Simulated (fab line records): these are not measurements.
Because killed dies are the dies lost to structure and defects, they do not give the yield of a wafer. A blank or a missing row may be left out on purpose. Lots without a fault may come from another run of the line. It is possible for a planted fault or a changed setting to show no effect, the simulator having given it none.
Problem report, 8D (eight disciplines) form, completed by code | flow sky130 | the parts of the form that need people (team, actions taken, sign-off) are left out

1. WHAT WENT WRONG
Across 2 wafers from 2 lots, LDD_LDN_TW at SKY_LDD_LDN_TW_MEAS_13 averages 30, while fault-free wafers read 1472 with a standard deviation of 6.9. So: -99 or more standard deviations from the usual mean.
Earliest sighting: wafer L457.3 on film metro-03 at day 30 08:44. The record has a number at this step for 41 wafers belonging to 14 lots. The rule behind "out" and "out of limits": a value lying over 4 standard deviations away from the usual mean. The other wafers with a number count as sound.

2. WHAT IT IS, AND WHAT IT ISN'T
question                    | is                           | is not
which readings at this step | LDD_LDN_TW                   | -
which lots                  | L457, L458                   | L436, L437, L438, L439, L440, L441, L443, L444, L447, L448, L449, L450
which wafers of those lots  | L457.3, L458.3               | L457.6, L458.2, L458.5
read on which gauges        | film metro-03, film metro-04 | film metro-01
when                        | from day 30 08:44            | up to then (37 sound wafers); but 2 sound wafers of L458 came after

3. THE SUSPECTS, EACH WITH WHAT RULES IT OUT
Counting: if a tool at a process step up to the reading ran every lot that is out, it stays a suspect. Sound lots after the first of them don't rule it out here, since some wafers of a struck lot are sound.
- ruled out: the gauge at SKY_LDD_LDN_TW_MEAS_13. The wafers that are out were read on 2 gauges (film metro-03, film metro-04).
- litho track-02 at SKY_LDD_LDN_DEVELOP_06 (develop time 60 s): kept. Every lot that is out went through it, the first being L457 (day 30 07:53); the last sound lot it ran before that was L448 (day 27 10:44).
Remaining after the count: litho track-02 at SKY_LDD_LDN_DEVELOP_06.

4. THE CAUSE (what the simulator had put in)
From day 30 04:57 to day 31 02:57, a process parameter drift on litho track-02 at SKY_LDD_LDN_DEVELOP_06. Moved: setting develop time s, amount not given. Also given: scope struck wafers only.
This tool alone remained once counting was done.

5. THE CHAIN OF EFFECTS, in route order
Each row: a reading whose mean over the struck wafers that have a number lies more than 3 standard deviations from the usual. Readings are gone through only where the record gives a usual standard deviation; hours: the median, over the lots, of the time from a lot's start at the first step in this table giving one to that lot's start at this step; sigmas: the change measured in usual standard deviations.
hours | step                   | reading    | usual | on struck wafers | change | sigmas
0     | SKY_LDD_LDN_TW_MEAS_13 | LDD_LDN_TW | 1472  | 30               | -1442  | -99 or more
Readings that are blank on the struck wafers while sound wafers have them: LDD_LDN_OVL at SKY_LDD_LDN_OVL_MEAS_07.

6. HOW IT WOULD HAVE BEEN CAUGHT EARLIER
The first out-of-limits reading at a measuring or inspecting step in this record came at day 30 08:44, 4 hours after the fault's start at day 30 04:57.
Between SKY_LDD_LDN_DEVELOP_06 and SKY_LDD_LDN_TW_MEAS_13, SKY_LDD_LDN_OVL_MEAS_07 gave no LDD_LDN_OVL on the struck wafers, where sound wafers have one: a measuring or inspecting step that comes back empty is itself a sign.
L458, from the lots that are out (2), started SKY_LDD_LDN_DEVELOP_06 on litho track-02 later than day 30 08:44. It would have been spared by a hold on the tool at that moment.
